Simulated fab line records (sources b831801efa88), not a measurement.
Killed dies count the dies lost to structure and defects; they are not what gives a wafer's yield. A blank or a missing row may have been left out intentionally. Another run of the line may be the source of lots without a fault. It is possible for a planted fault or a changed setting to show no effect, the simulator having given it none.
Which tool was responsible? | flow sky130 | 7 lots with 20 wafers sampled at 4 steps, on a route of 708 steps

WHAT THE GAUGES READ, wafer by wafer
SKY_METAL3_CD_MEAS_13: the cd target is 300 nm.
lot  | measured     | on       | cdNm (nm)
L821 | day 39 00:13 | cdSem-01 | 299.3 301.2 300.8
L824 | day 40 02:29 | cdSem-02 | 299.3 301.9 300.4
L827 | day 40 19:58 | cdSem-02 | 300.5 300.1 300.1
L830 | day 42 02:02 | cdSem-02 | 298.6 297.5 297.0
L832 | day 42 11:46 | cdSem-02 | 300.7 300.7 301.1
L839 | day 44 06:53 | cdSem-01 | 299.5 277.1
L843 | day 45 01:12 | cdSem-02 | 300.9 300.6 303.3

EACH LOT AND THE TOOL THAT RAN IT (in order: tool; ch and the chambers of the sampled wafers; start)
lot  | SKY_VIA2_SPUTTER_20         | SKY_METAL3_SPUTTER_04       | SKY_METAL3_EXPOSE_10
L821 | pvdSputter-03, day 36 18:43 | pvdSputter-02, day 36 19:33 | krfScanner-01 ch 0, day 38 11:37
L824 | pvdSputter-01, day 37 22:47 | pvdSputter-03, day 37 23:34 | krfScanner-01 ch 0, day 39 14:45
L827 | pvdSputter-01, day 38 17:08 | pvdSputter-03, day 38 17:54 | krfScanner-01 ch 0, day 40 07:38
L830 | pvdSputter-02, day 40 01:07 | pvdSputter-04, day 40 01:53 | krfScanner-01 ch 0, day 41 14:18
L832 | pvdSputter-02, day 40 09:50 | pvdSputter-02, day 40 10:36 | krfScanner-02 ch 0, day 42 00:22
L839 | pvdSputter-03, day 42 08:01 | pvdSputter-03, day 42 08:47 | krfScanner-02 ch 0, day 43 19:34
L843 | pvdSputter-02, day 43 02:32 | pvdSputter-02, day 43 03:19 | krfScanner-01 ch 0, day 44 13:58
- SKY_VIA2_SPUTTER_20: material TiN, target thk 20 nm, time 80 s.
- SKY_METAL3_SPUTTER_04: material TiN, target thk 70 nm, time 58.3 s.
- SKY_METAL3_EXPOSE_10: exposes mask MM3, target cd 300 nm.

THE ANSWER, worked out from the rows above alone
Rule: the lots themselves supply what counts as usual. The widest of any qualifying gaps counts: lots, ordered by their means at a reading, are off when they make up no more than a third of the lots, leave a main group of 4 or more, and stand apart from it by 3 or more times the standard deviation of that group's means. A main group whose means are all the same, to the digits that the tables above print for the reading, isn't used. A lot without any number at a reading at which 4 lots or more have one is off too. All remaining lots with rows at the step are treated as sound.
Off, at SKY_METAL3_CD_MEAS_13 on cdNm: L839. Main group: mean 300.2 nm, sd 1.2.
If a tool, at a process step before that reading, ran all the lots that are off and no sound lot after the first of them, it fits. Those tools and the gauges at SKY_METAL3_CD_MEAS_13 are tried in the same way. Can't be told from this: 3 tools fit, pvdSputter-03 at SKY_VIA2_SPUTTER_20 and SKY_METAL3_SPUTTER_04, krfScanner-02 at SKY_METAL3_EXPOSE_10, cdSem-01 at SKY_METAL3_CD_MEAS_13.

WHAT THE SIMULATOR PUT IN
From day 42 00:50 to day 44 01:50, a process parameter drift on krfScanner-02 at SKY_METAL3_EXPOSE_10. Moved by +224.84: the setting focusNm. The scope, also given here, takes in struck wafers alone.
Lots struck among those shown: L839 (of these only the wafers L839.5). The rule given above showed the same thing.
